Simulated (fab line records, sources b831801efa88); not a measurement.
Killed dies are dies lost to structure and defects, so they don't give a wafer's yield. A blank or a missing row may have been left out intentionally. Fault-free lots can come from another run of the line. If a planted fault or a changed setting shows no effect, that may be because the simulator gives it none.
Chamber matching -- flow gf180mcu -- rie_diel-04 running GF_M5_ETCH_09: 4 sister chambers
The step etches Si3N4 in CF4/O2, target depth 52 nm, time 11.6 s. 22 wafers are shown with their chamber, then 11 later ones without.

== WAFERS PAIRED WITH THEIR CHAMBERS ==
wafer,chamber,drypump_motor_current_A (A),oes_product_au (a.u.),throttle_valve_pct (%)
L077.4,0,6.0,1.006,5.981
L077.5,0,6.0,1.003,5.962
L077.6,1,6.6,1.011,5.982
L079.2,1,6.5,1.013,5.994
L079.3,2,5.1,0.980,5.974
L079.5,2,5.1,0.985,5.962
L081.2,0,6.0,1.006,5.959
L081.4,1,6.6,1.011,5.966
L081.6,1,6.6,1.007,5.970
L083.1,1,6.6,1.012,5.961
L083.4,2,5.1,0.990,5.978
L083.6,3,5.7,0.994,5.961
L089.2,0,6.0,1.013,5.981
L089.3,2,5.1,0.995,5.976
L089.5,1,6.6,1.020,5.977
L090.1,0,6.0,1.007,5.977
L090.2,3,5.7,0.997,5.957
L090.5,2,5.1,1.007,5.963
L091.2,2,5.1,0.979,5.971
L091.3,0,6.0,1.006,5.967
L091.6,1,6.5,1.005,5.970
L092.1,0,6.0,1.004,5.972

SIGNATURES (averages over the wafers above)
reading,chamber 0,chamber 1,chamber 2,chamber 3,scatter within a chamber
drypump_motor_current_A,6.000,6.571,5.100,5.700,0.0282
oes_product_au,1.00643,1.01129,0.98933,0.99550,0.0065
throttle_valve_pct,5.97129,5.97429,5.97067,5.95900,0.00898
Rule: for each reading, subtract the chamber's mean from the wafer's reading, divide by that reading's scatter and square the result; add these up over the readings and take the root, which gives the wafer's distance from the chamber. If the next closest chamber is less than 2 further off than the closest, the wafer can't be placed; otherwise it belongs to the closest. How the scatter is found: for the shown wafers, subtract from each reading the mean of its chamber, square and add these, divide the total by (wafers less chambers), then take the root.

== WAFERS WITHOUT THEIR CHAMBER ==
wafer,drypump_motor_current_A (A),oes_product_au (a.u.),throttle_valve_pct (%)
L092.4,5.1,0.992,5.960
L092.5,6.5,1.007,5.964
L093.3,5.1,0.985,5.961
L093.4,6.0,1.004,5.983
L093.6,5.1,0.988,5.961
L095.2,6.0,1.020,5.978
L095.3,5.7,1.004,5.969
L095.6,6.0,1.014,5.963
L097.4,6.6,1.012,5.971
L097.5,6.5,1.027,5.969
L097.6,6.0,1.007,5.974

== WHICH CHAMBER EACH WENT THROUGH ==
wafer,from the rows above,in truth
L092.4,2,2
L092.5,1,1
L093.3,2,2
L093.4,0,0
L093.6,2,2
L095.2,0,0
L095.3,3,3
L095.6,0,0
L097.4,1,1
L097.5,1,1
L097.6,0,0
11 of 11 placed correctly. Number that these rows cannot place: 0. Wrongly placed: 0.
